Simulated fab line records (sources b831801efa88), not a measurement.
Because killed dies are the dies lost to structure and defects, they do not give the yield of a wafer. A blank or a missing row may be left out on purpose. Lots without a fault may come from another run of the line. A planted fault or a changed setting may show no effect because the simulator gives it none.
One fault seen from 2 desks + flow sky130 + only its own numbers are on each desk; what lay behind them is given at the end

== METROLOGY DESK ==
What the gauges read, lot by lot, whatever tool the lot ran on: means of the sampled wafers that have a number. Any lot whose mean is over 4 standard deviations away from the usual mean is out of limits and marked OUT; that distance is given in the brackets.
Columns: A = cd-nm at SKY_POLY_GATE_CD_MEAS_13, usual 149.4 nm; B = LDD_P_OVL at SKY_LDD_P_OVL_MEAS_08, usual -0.3 nm; C = LDD_HVN_TW at SKY_LDD_HVN_TW_MEAS_10, usual 1437
| lot  | first seen here | A     | B    | C              |
|------|-----------------|-------|------|----------------|
| L256 | day 16 14:25    | 149.0 | 0.3  | 1417           |
| L257 | day 16 18:16    | 151.3 | 1.4  | 1443           |
| L258 | day 16 23:41    | 149.9 | -1.8 | 1458           |
| L259 | day 17 16:10    | 151.4 | -1.8 | 1420           |
| L261 | day 17 20:56    | 150.6 | -1.2 | 1449           |
| L264 | day 20 09:19    | 149.4 | 0.0  | 1414           |
| L266 | day 20 10:26    | 148.5 | 1.0  | 1456           |
| L267 | day 20 10:46    | 148.7 | -1.0 | 1424           |
| L268 | day 21 06:02    | 148.7 | -0.1 | 1425           |
| L273 | day 23 03:23    | 147.9 | -1.4 | 2903 (+92) OUT |
| L274 | day 23 07:35    | 150.0 | 0.4  | 2815 (+86) OUT |
| L275 | day 23 14:10    | 152.3 | -1.6 | 1457           |
Finding of this desk: L273, L274 out of limits, first seen on L273 at day 27 00:29 (LDD_HVN_TW at SKY_LDD_HVN_TW_MEAS_10). Within limits: L256, L257, L258, L259, L261, L264, L266, L267, L268, L275.

== DESK OF THE TOOL OWNER: implanter-02 ==
The tool's own readings at SKY_LDD_HVN_IMPLANT_08: means of the sampled wafers that have a number, for each lot that ran on this tool. Any lot whose mean is over 4 standard deviations away from the usual mean is out of limits and marked OUT; that distance is given in the brackets.
Columns: A = dose-ions-cm2 at SKY_LDD_HVN_IMPLANT_08, usual 3e+13; B = end-station-pressure-torr at SKY_LDD_HVN_IMPLANT_08, usual 5.15e-06 Torr; C = faraday-current-uA at SKY_LDD_HVN_IMPLANT_08, usual 169
| lot  | first seen here | A                       | B        | C                      |
|------|-----------------|-------------------------|----------|------------------------|
| L259 | day 21 18:37    | 3e+13                   | 5.14e-06 | 169                    |
| L261 | day 21 19:20    | 3e+13                   | 5.16e-06 | 168                    |
| L264 | day 24 08:40    | 3e+13                   | 5.11e-06 | 170                    |
| L267 | day 24 09:55    | 3e+13                   | 5.22e-06 | 169                    |
| L268 | day 25 03:53    | 3e+13                   | 5.03e-06 | 170                    |
| L273 | day 27 00:17    | 3e+14 (+99 or more) OUT | 6.12e-06 | 1541 (+99 or more) OUT |
| L274 | day 27 02:44    | 3e+14 (+99 or more) OUT | 6.16e-06 | 1503 (+99 or more) OUT |
This desk's verdict: out of limits on L273, L274, starting with L273 at day 27 00:17 (dose-ions-cm2 at SKY_LDD_HVN_IMPLANT_08). Within limits: L259, L261, L264, L267, L268.

== BROUGHT TOGETHER ==
At day 27 00:17, on L273, L274, the tool owner's desk was in a position to raise an alarm.
On L273, L274, the metrology desk was in a position to raise an alarm at day 27 00:29.
On implanter-02, each named lot ran SKY_LDD_HVN_IMPLANT_08.

== WHAT THE SIMULATOR HAD PUT IN ==
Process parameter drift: implanter-02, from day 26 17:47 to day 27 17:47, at SKY_LDD_HVN_IMPLANT_08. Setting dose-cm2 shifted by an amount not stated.
Struck lots among those shown: L273, L274.
Hours from the fault's start to each desk's first reading out of limits: the tool owner's desk, 6; the metrology desk, 7.
